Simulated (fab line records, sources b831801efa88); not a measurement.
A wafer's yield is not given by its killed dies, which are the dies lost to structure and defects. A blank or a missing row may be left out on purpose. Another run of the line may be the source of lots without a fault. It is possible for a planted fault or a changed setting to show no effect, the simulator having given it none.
Code-filled problem report in 8D (eight disciplines) form -- flow gf180mcu -- the parts of the form that need people (team, actions taken, sign-off) are left out

1. PROBLEM STATEMENT
beam-energy-keV at GF_DNWELL_IMPLANT_07 reads a mean of 1568.6 on 6 wafers of 2 lots; wafers without a fault read 1500.1 with a standard deviation of 0.44. That is +99 or more standard deviations from the usual mean.
The first sign was on wafer L751.2 at day 4 02:10, on implanter-02. Wafers with a number at this step in the record: 18, from 6 lots. The rule behind "out" and "out of limits": a value lying over 4 standard deviations away from the usual mean. The other wafers with a number count as sound.

2. WHAT IT IS, AND WHAT IT ISN'T
question,is,is not
which readings at this step,beam-energy-keV,-
which lots,"L751, L755","L745, L746, L760, L765"
which wafers of those lots,all that have a number,-
read on which tools,implanter-02,"implanter-01, implanter-03"
when,from day 4 02:10,"up to then (6 sound wafers); but 6 sound wafers of L760, L765 came after"

3. WHAT RULES OUT EACH SUSPECT
Counting: a tool at any process step up to the reading remains a suspect when it ran all the lots that are out and ran no sound lot after the first of those.
- implanter-02 at GF_DNWELL_IMPLANT_07: kept. All lots that are out passed through it, beginning with L751 at day 4 02:10, and no sound lot followed; its final sound lot before that point was L746 at day 2 23:05. Out on those wafers are its own readings of beam-energy-keV.
The count leaves implanter-02 at GF_DNWELL_IMPLANT_07.

4. THE CAUSE (what the simulator had put in)
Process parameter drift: implanter-02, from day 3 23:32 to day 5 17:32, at GF_DNWELL_IMPLANT_07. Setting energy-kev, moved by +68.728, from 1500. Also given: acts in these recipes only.
The count eliminated every tool but this one.

5. THE CHAIN OF EFFECTS, in route order
Each row: a reading where the mean over the struck wafers with a number is more than 3 standard deviations away from the usual. Scope: only readings with a usual standard deviation given in the record; hours: median across lots of the time from each lot's start at the first step in this table that gives one to its start at this step; sigmas: change in usual standard deviations.
hours,step,reading,usual,on struck wafers,change,sigmas
0,GF_DNWELL_IMPLANT_07,beam-energy-keV,1500.1,1568.6,+68.5,+99 or more
Here are the process steps it includes:
- GF_DNWELL_IMPLANT_07

6. HOW IT WOULD HAVE BEEN CAUGHT EARLIER
First out-of-limits reading in this record: day 4 02:10, which is 3 hours after fault onset at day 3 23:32.
